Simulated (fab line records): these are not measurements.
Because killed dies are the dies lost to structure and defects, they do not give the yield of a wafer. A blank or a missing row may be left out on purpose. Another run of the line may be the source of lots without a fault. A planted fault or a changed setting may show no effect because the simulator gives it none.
fab line records	flow sky130
record: lots: 12	wafers: 36	lastDay: 50
route steps=708 shown VT_ADJUST_HVTR@139 GATE_OXIDE@188 LDD_HVP@288 RES_XHIGH@360
lots that met no fault: from a run of the same line without faults
startH: hours from the record's first day to the start of the lot's first wafer shown	waitH: how many hours have passed since the lot's step before this one	" repeats the value in the row above	L1.1+2: several wafers, shown together as one row	- either no value or no given start	* or withheld: withheld	< > ~ a bound
route shown NAME@n: NAME is a module with steps in the file, n the number in the route of the first one	usual: the fault-free wafers' mean and standard deviation	same: alike in all rows	chamber/n: place in a boat	sites: each site's reading	_std_site: the standard deviation of these	_edge_site: inner sites' mean taken away from outer sites' mean	radiusMm: how far each site lies from the wafer's centre	mask NAME#n: copy n	behind: the last tool/chamber to shape the wafer	hold: cause of the lot's hold/its duration in hours/its outcome	device: names the non-switching transistor (n, p or np)	end of line: the tests these same wafers got at the end of their route	where a step has no rows: the recipe by itself	killed: at the first sort, the dies lost to defects and structure; wafer yield is something else	map: the dies of a wafer, with x for killed, . for not killed, _ for no die there
set.NAME: the setting the step ran with; set.NAME@STEP: the setting that earlier step ran with	model.NAME: the simulator's own value behind a step, which no gauge read
route steps across a sampled set of lots; one table per step, one row per wafer
services: from which hour (startH, from the record's first day; less than 0 if before it) a tool's chamber was out of use, for how many hours, and why
== steps ==
step: SKY_VT_ADJUST_HVTR_OVL_MEAS_08
usual: VT_ADJUST_HVTR_OVL: 0.8/1.3
lot.wafer	tool	chamber	startH	waitH	VT_ADJUST_HVTR_OVL[nm]
L547.2	overlay-01	-	202.87	0.1	1.0
L547.4	"	-	"	"	1.0
L547.5	"	-	"	"	1.4
L550.1	overlay-02	-	220.91	0.1	1.5
L550.5	"	-	"	"	2.0
L550.6	"	-	"	"	2.2
L551.1	overlay-01	-	230.46	0.1	1.1
L551.3	"	-	"	"	1.2
L551.6	"	-	"	"	1.5
L552.3	overlay-01	-	235.67	0.1	0.2
L552.4	"	-	"	"	-0.6
L552.6	"	-	"	"	1.3
L553.1	overlay-02	-	243.56	0.1	-1.6
L553.3	"	-	"	"	-1.7
L553.4	"	-	"	"	-1.2
L558.1	overlay-01	-	289.41	0.1	1.1
L558.3	"	-	"	"	1.8
L558.6	"	-	"	"	0.8
L559.1	overlay-01	-	290.11	0.1	0.0
L559.2	"	-	"	"	1.2
L559.4	"	-	"	"	2.7
L560.1	overlay-02	-	300.21	0.1	1.2
L560.2	"	-	"	"	0.7
L560.3	"	-	"	"	1.6
L563.1	overlay-02	-	326.26	0.1	0.9
L563.3	"	-	"	"	0.9
L563.6	"	-	"	"	-0.9
L565.1	overlay-02	-	339.61	0.1	2.5
L565.2	"	-	"	"	2.7
L565.5	"	-	"	"	0.8
L568.2	overlay-01	-	359.12	0.1	0.4
L568.3	"	-	"	"	0.5
L568.6	"	-	"	"	1.5
L570.1	overlay-02	-	375.21	0.1	-1.6
L570.4	"	-	"	"	0.1
L570.6	"	-	"	"	-1.7
step: SKY_GATE_OXIDE_OXIDATION_01
recipe: tempC: 900	ambient: O2	stabiliseS: 600	purgeS: 300	targetThkA: 102.68	oxTimeS: 1473
usual: spikeTcBottomC: 917.5/1.8	spikeTcCentreC: 900.2/1.1	spikeTcLowerC: 900.2/1.2	spikeTcTopC: 908.9/1.1	spikeTcUpperC: 899.5/0.97	tubeCenterTempC: 900.01/0.083	tube_center_temp_C_max: 902.3/0.39	zonePowerBottomPct: 31.8/1.3	zonePowerTopPct: 28.5/0.36	zonePowerUpperPct: 17.2/0.3
lot.wafer	tool	chamber	startH	waitH	spikeTcBottomC	spikeTcCentreC	spikeTcLowerC	spikeTcTopC	spikeTcUpperC	tubeCenterTempC	tube_center_temp_C_max	zonePowerBottomPct	zonePowerTopPct	zonePowerUpperPct
L547.2	furnace-02	0	278.01	0.0	919.1	899.0	898.3	910.3	899.0	899.99	902.3	33.0	28.7	16.8
L547.4	"	0	"	"	918.9	898.4	899.5	908.7	898.5	900.1	902.4	33.4	27.8	17.0
L547.5	"	0	"	"	918.6	901.3	898.5	910.5	899.2	899.99	902.0	33.1	28.6	17.0
L550.1	furnace-01	0	301.12	1.7	917.3	900.3	901.6	911.7	899.3	899.96	902.5	30.5	28.8	17.5
L550.5	"	0	"	"	915.1	902.0	903.1	908.4	900.3	899.99	902.5	30.7	28.9	17.3
L550.6	"	0	"	"	914.8	901.1	900.2	908.3	898.9	900.26	902.6	30.3	28.9	17.3
L551.1	furnace-02	0	308.91	1.4	918.6	900.2	902.3	906.7	897.8	900.13	903.1	33.0	28.5	17.4
L551.3	"	0	"	"	917.7	899.4	901.0	910.6	899.3	899.91	902.4	33.0	28.2	16.8
L551.6	"	0	"	"	918.4	898.3	900.3	906.5	898.1	899.94	901.6	33.1	28.2	17.0
L552.3	furnace-01	0	315.29	0.9	914.7	900.9	901.0	908.0	900.4	900.02	902.9	30.2	28.8	17.6
L552.4	"	0	"	"	915.7	901.0	900.4	908.3	898.4	900.13	902.5	30.2	29.2	17.3
L552.6	"	0	"	"	915.7	899.0	903.2	909.2	900.7	899.99	902.2	30.9	28.7	17.3
L553.1	furnace-01	0	324.20	0.6	917.0	900.5	902.6	909.0	899.1	899.82	903.0	30.3	28.8	17.4
L553.3	"	0	"	"	915.8	899.7	901.3	908.5	901.4	899.96	901.8	30.4	28.3	17.4
L553.4	"	0	"	"	917.1	901.4	899.7	908.4	900.2	900	902.3	29.7	28.6	17.5
L558.1	furnace-01	0	377.49	1.8	931.4	915.4	915.3	925.9	914.7	915.48	918.3	31.4	29.8	18.2
L558.3	"	0	"	"	931.6	916.1	914.3	923.2	914.6	915.44	917.8	31.8	30.0	17.9
L558.6	"	0	"	"	932.0	916.0	917.2	924.1	915.3	915.43	917.6	31.7	29.6	17.9
L559.1	furnace-01	0	377.49	0.3	930.1	917.0	916.4	923.2	914.4	915.49	918.0	31.8	29.4	18.3
L559.2	"	0	"	"	929.8	916.4	916.6	923.9	914.8	915.41	917.8	32.0	29.9	18.4
L559.4	"	0	"	"	931.4	918.9	915.4	924.5	914.2	915.46	917.3	31.6	29.9	18.5
L560.1	furnace-01	0	388.56	0.0	931.1	916.6	917.3	923.6	914.8	915.41	917.8	31.7	29.5	18.0
L560.2	"	0	"	"	931.5	917.8	916.0	922.2	914.9	915.56	917.4	32.0	29.8	18.2
L560.3	"	0	"	"	931.4	916.7	917.7	922.2	915.1	915.32	918.1	31.8	29.8	18.1
L563.1	furnace-02	0	419.15	0.8	919.4	900.6	898.3	909.2	900.3	899.96	903.2	33.3	28.4	17.2
L563.3	"	0	"	"	918.1	899.5	899.5	910.1	899.5	899.91	901.9	33.1	28.3	16.8
L563.6	"	0	"	"	916.9	900.5	899.1	908.7	899.4	900	902.0	32.9	27.9	16.7
L565.1	furnace-02	0	432.05	0.0	919.3	902.9	899.7	909.1	900.3	900.03	902.6	32.5	28.5	16.9
L565.2	"	0	"	"	919.3	900.9	899.7	908.0	899.3	899.91	902.4	32.6	28.8	16.8
L565.5	"	0	"	"	920.5	899.5	901.5	910.0	898.3	899.9	902.7	33.3	27.7	17.0
L568.2	furnace-02	0	452.71	0.4	918.9	899.5	900.4	909.4	898.1	899.95	902.1	32.7	28.1	16.6
L568.3	"	0	"	"	917.0	899.3	898.4	908.9	899.0	900	903.4	33.4	28.3	17.0
L568.6	"	0	"	"	918.2	900.0	900.7	909.6	900.9	900.08	902.3	32.7	28.4	17.3
L570.1	furnace-02	0	468.79	0.0	921.1	902.0	897.6	908.0	900.2	899.91	902.0	33.1	28.6	17.1
L570.4	"	0	"	"	919.1	898.2	898.0	910.3	899.5	900.02	902.2	33.3	28.2	16.9
L570.6	"	0	"	"	918.1	901.2	899.5	908.3	900.3	899.92	901.9	32.6	28.5	16.8
step: SKY_GATE_OXIDE_THK_MEAS_02
recipe: reads: SiO2_of_GATE_OXIDE_OXIDATION_01
usual: GATE_OXIDE_OXIDATION_00_THK: 10.28/0.2
lot.wafer	tool	chamber	startH	waitH	GATE_OXIDE_OXIDATION_00_THK[nm]
L547.2	filmMetro-01	-	279.43	0.0	10.13
L547.4	"	-	"	"	10.28
L547.5	"	-	"	"	10.21
L550.1	filmMetro-02	-	302.52	0.0	9.89
L550.5	"	-	"	"	10.14
L550.6	"	-	"	"	9.85
L551.1	filmMetro-02	-	310.32	0.0	10.25
L551.3	"	-	"	"	10.33
L551.6	"	-	"	"	10.26
L552.3	filmMetro-02	-	316.72	0.0	10.03
L552.4	"	-	"	"	9.91
L552.6	"	-	"	"	10.13
L553.1	filmMetro-03	-	325.61	0.0	10.49
L553.3	"	-	"	"	10.48
L553.4	"	-	"	"	10.36
L558.1	filmMetro-02	-	378.90	0.0	12.19
L558.3	"	-	"	"	12.29
L558.6	"	-	"	"	12.00
L559.1	filmMetro-03	-	378.90	0.0	12.23
L559.2	"	-	"	"	12.10
L559.4	"	-	"	"	12.09
L560.1	filmMetro-03	-	389.97	0.0	12.10
L560.2	"	-	"	"	12.10
L560.3	"	-	"	"	11.90
L563.1	filmMetro-02	-	420.56	0.0	10.67
L563.3	"	-	"	"	10.67
L563.6	"	-	"	"	10.47
L565.1	filmMetro-02	-	433.45	0.0	10.66
L565.2	"	-	"	"	10.43
L565.5	"	-	"	"	10.47
L568.2	filmMetro-01	-	454.12	0.0	10.36
L568.3	"	-	"	"	10.30
L568.6	"	-	"	"	10.29
L570.1	filmMetro-02	-	470.20	0.0	10.65
L570.4	"	-	"	"	10.68
L570.6	"	-	"	"	10.50
step: SKY_LDD_HVP_TW_MEAS_10
usual: LDD_HVP_TW: 455.5/2.7
lot.wafer	tool	chamber	startH	waitH	LDD_HVP_TW
L547.2	filmMetro-03	-	490.67	0.1	453.5
L547.4	"	-	"	"	454.5
L547.5	"	-	"	"	454.0
L550.1	filmMetro-04	-	519.77	0.1	456.1
L550.5	"	-	"	"	459.0
L550.6	"	-	"	"	457.4
L551.1	filmMetro-03	-	525.26	0.1	457.8
L551.3	"	-	"	"	455.2
L551.6	"	-	"	"	457.4
L552.3	filmMetro-02	-	531.44	0.1	454.2
L552.4	"	-	"	"	453.8
L552.6	"	-	"	"	453.8
L553.1	filmMetro-03	-	544.08	0.1	456.1
L553.3	"	-	"	"	461.0
L553.4	"	-	"	"	460.7
L559.1	filmMetro-02	-	599.63	0.1	457.3
L559.2	"	-	"	"	457.5
L559.4	"	-	"	"	454.5
L558.1	filmMetro-03	-	600.77	0.1	456.7
L558.3	"	-	"	"	456.4
L558.6	"	-	"	"	456.0
L560.1	filmMetro-04	-	608.38	0.1	457.2
L560.2	"	-	"	"	458.8
L560.3	"	-	"	"	457.7
L563.1	filmMetro-04	-	638.63	0.1	456.4
L563.3	"	-	"	"	456.6
L563.6	"	-	"	"	457.1
L565.1	filmMetro-03	-	650.12	0.1	456.7
L565.2	"	-	"	"	456.5
L565.5	"	-	"	"	458.8
L568.2	filmMetro-02	-	671.14	0.1	455.4
L568.3	"	-	"	"	451.7
L568.6	"	-	"	"	453.2
L570.1	filmMetro-04	-	682.53	0.1	451.5
L570.4	"	-	"	"	453.4
L570.6	"	-	"	"	452.2
step: SKY_SD_N_RS_MEAS_18
recipe: thkMeasGauge: four-point-probe
usual: RES_XHIGH_RS: 332.9/1.3
lot.wafer	tool	chamber	startH	waitH	RES_XHIGH_RS[ohm/sq]
L547.2	filmMetro-04	-	643.08	0.1	334.5
L547.4	"	-	"	"	333.8
L547.5	"	-	"	"	334.1
L550.1	filmMetro-03	-	668.61	0.1	332.2
L550.5	"	-	"	"	332.1
L550.6	"	-	"	"	334.0
L551.1	filmMetro-03	-	677.49	0.1	334.3
L551.3	"	-	"	"	333.4
L551.6	"	-	"	"	333.9
L552.3	filmMetro-04	-	679.98	0.1	334.7
L552.4	"	-	"	"	333.0
L552.6	"	-	"	"	334.2
L553.1	filmMetro-04	-	693.92	0.1	333.2
L553.3	"	-	"	"	333.1
L553.4	"	-	"	"	332.9
L559.1	filmMetro-04	-	742.17	0.1	333.0
L559.2	"	-	"	"	332.1
L559.4	"	-	"	"	332.7
L558.1	filmMetro-03	-	743.36	0.1	334.8
L558.3	"	-	"	"	334.2
L558.6	"	-	"	"	334.3
L560.1	filmMetro-01	-	752.36	0.1	332.7
L560.2	"	-	"	"	331.9
L560.3	"	-	"	"	333.0
L563.1	filmMetro-04	-	780.14	0.1	333.3
L563.3	"	-	"	"	333.4
L563.6	"	-	"	"	333.7
L565.1	filmMetro-01	-	790.56	0.1	330.9
L565.2	"	-	"	"	330.6
L565.5	"	-	"	"	330.8
L568.2	filmMetro-01	-	811.13	0.1	331.2
L568.3	"	-	"	"	330.5
L568.6	"	-	"	"	331.6
L570.1	filmMetro-01	-	821.17	0.1	333.0
L570.4	"	-	"	"	332.6
L570.6	"	-	"	"	332.8
== services ==
tool	chamber	startH	hours	kind
furnace-02	-	280.95	4.7	pm
furnace-02	-	296.93	3.5	pm
furnace-01	-	426.24	3.5	pm
== key ==
firstSign: step: SKY_GATE_OXIDE_OXIDATION_01	reading: tubeCenterTempC	direction: up	sigmas: 99+	usual: *	struck: *
effect: step: SKY_GATE_OXIDE_OXIDATION_01	reading: tube_center_temp_C_max	direction: up	sigmas: 40	usual: *	struck: *
effect: step: SKY_GATE_OXIDE_THK_MEAS_02	reading: GATE_OXIDE_OXIDATION_00_THK	direction: up	sigmas: 9	usual: 10.28	struck: 12.11
metAt SKY_GATE_OXIDE_OXIDATION_01
struckLots L558,L559,L560
testerLeftOut L558,L559,L560
notActingAt SKY_VT_ADJUST_HVTR_OVL_MEAS_08,SKY_LDD_HVP_TW_MEAS_10,SKY_SD_N_RS_MEAS_18
onsetBetween 324.20 377.49
fault: kind: processParameterDrift	tool: furnace-01	chamber: -	onsetH: 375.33	steps: SKY_GATE_OXIDE_OXIDATION_01	channel: tempC	offset: *	shape: step	endH: 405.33	actsIn: *	stated: *
testerLeftOut: of these lots the tester's yield and bins aren't shown, on N5 and GAA mostly nor the transistor test; their killed dies are dies lost to structure and defects alone, not to doping, threshold or leakage, so they don't give the yield
